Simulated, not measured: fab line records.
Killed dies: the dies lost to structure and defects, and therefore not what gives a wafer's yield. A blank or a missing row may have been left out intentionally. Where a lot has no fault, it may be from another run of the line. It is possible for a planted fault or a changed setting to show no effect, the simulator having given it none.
Matching of chambers / flow sky130 / SKY_VIA1_CMP_24 on cmp-01: 4 sister chambers
The step polishes, stops on SiO2, t overpolish 15 s, target thk 0 nm. 14 wafers are shown with their chamber, then 6 later ones without.

## WAFERS WITH THEIR CHAMBER
wafer=L414.1; chamber=3; motor-current-A (A)=10.1; retaining-ring-pressure-frac=1.008; time-to-endpoint-s (s)=66
wafer=L414.3; chamber=1; motor-current-A (A)=8.5; retaining-ring-pressure-frac=1.002; time-to-endpoint-s (s)=69
wafer=L414.4; chamber=2; motor-current-A (A)=11.4; retaining-ring-pressure-frac=1.000; time-to-endpoint-s (s)=62
wafer=L415.1; chamber=3; motor-current-A (A)=9.9; retaining-ring-pressure-frac=1.001; time-to-endpoint-s (s)=72
wafer=L415.4; chamber=0; motor-current-A (A)=10.3; retaining-ring-pressure-frac=1.003; time-to-endpoint-s (s)=66
wafer=L415.6; chamber=3; motor-current-A (A)=10.3; retaining-ring-pressure-frac=1.003; time-to-endpoint-s (s)=69
wafer=L416.1; chamber=2; motor-current-A (A)=11.3; retaining-ring-pressure-frac=0.991; time-to-endpoint-s (s)=64
wafer=L416.3; chamber=0; motor-current-A (A)=10.6; retaining-ring-pressure-frac=1.007; time-to-endpoint-s (s)=62
wafer=L416.6; chamber=0; motor-current-A (A)=10.3; retaining-ring-pressure-frac=1.003; time-to-endpoint-s (s)=60
wafer=L417.1; chamber=1; motor-current-A (A)=8.2; retaining-ring-pressure-frac=0.990; time-to-endpoint-s (s)=72
wafer=L417.5; chamber=2; motor-current-A (A)=11.3; retaining-ring-pressure-frac=1.002; time-to-endpoint-s (s)=68
wafer=L417.6; chamber=1; motor-current-A (A)=8.9; retaining-ring-pressure-frac=0.990; time-to-endpoint-s (s)=70
wafer=L425.1; chamber=2; motor-current-A (A)=10.9; retaining-ring-pressure-frac=1.005; time-to-endpoint-s (s)=48
wafer=L425.6; chamber=3; motor-current-A (A)=9.9; retaining-ring-pressure-frac=1.004; time-to-endpoint-s (s)=48

SIGNATURES (averages over the wafers above)
reading=motor-current-A; chamber 0=10.400; chamber 1=8.533; chamber 2=11.225; chamber 3=10.050; scatter within a chamber=0.238
reading=retaining-ring-pressure-frac; chamber 0=1.00433; chamber 1=0.99400; chamber 2=0.99950; chamber 3=1.00400; scatter within a chamber=0.00492
reading=time-to-endpoint-s; chamber 0=62.67; chamber 1=70.33; chamber 2=60.50; chamber 3=63.75; scatter within a chamber=7.74
Rule: for a wafer and a chamber, the distance is found by dividing, reading by reading, the gap between the wafer's reading and the chamber's mean by the reading's scatter, squaring, summing and taking the root. If the next closest chamber is less than 2 further off than the closest, the wafer can't be placed; otherwise it belongs to the closest. The scatter: the root of (the sum of the squares of (reading less its chamber's mean) over the shown wafers, divided by (wafers less chambers)).

## WAFERS WITH NO CHAMBER GIVEN
wafer=L430.3; motor-current-A (A)=10.7; retaining-ring-pressure-frac=1.000; time-to-endpoint-s (s)=60
wafer=L430.5; motor-current-A (A)=10.2; retaining-ring-pressure-frac=0.996; time-to-endpoint-s (s)=64
wafer=L430.6; motor-current-A (A)=9.9; retaining-ring-pressure-frac=0.999; time-to-endpoint-s (s)=69
wafer=L437.1; motor-current-A (A)=10.4; retaining-ring-pressure-frac=1.004; time-to-endpoint-s (s)=73
wafer=L437.2; motor-current-A (A)=8.9; retaining-ring-pressure-frac=1.002; time-to-endpoint-s (s)=71
wafer=L437.3; motor-current-A (A)=10.1; retaining-ring-pressure-frac=1.005; time-to-endpoint-s (s)=65

## THE CHAMBER EACH PASSED THROUGH
wafer=L430.3; from the rows above=can't be placed: 0 or 2 or 3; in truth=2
wafer=L430.5; from the rows above=can't be placed: 3 or 0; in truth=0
wafer=L430.6; from the rows above=can't be placed: 3 or 0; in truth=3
wafer=L437.1; from the rows above=can't be placed: 0 or 3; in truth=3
wafer=L437.2; from the rows above=1; in truth=1
wafer=L437.3; from the rows above=can't be placed: 3 or 0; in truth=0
1 of 6 placed correctly. Cannot be placed on the basis of these rows: 5; the candidates contain the true chamber in 5. Wrongly placed: 0.
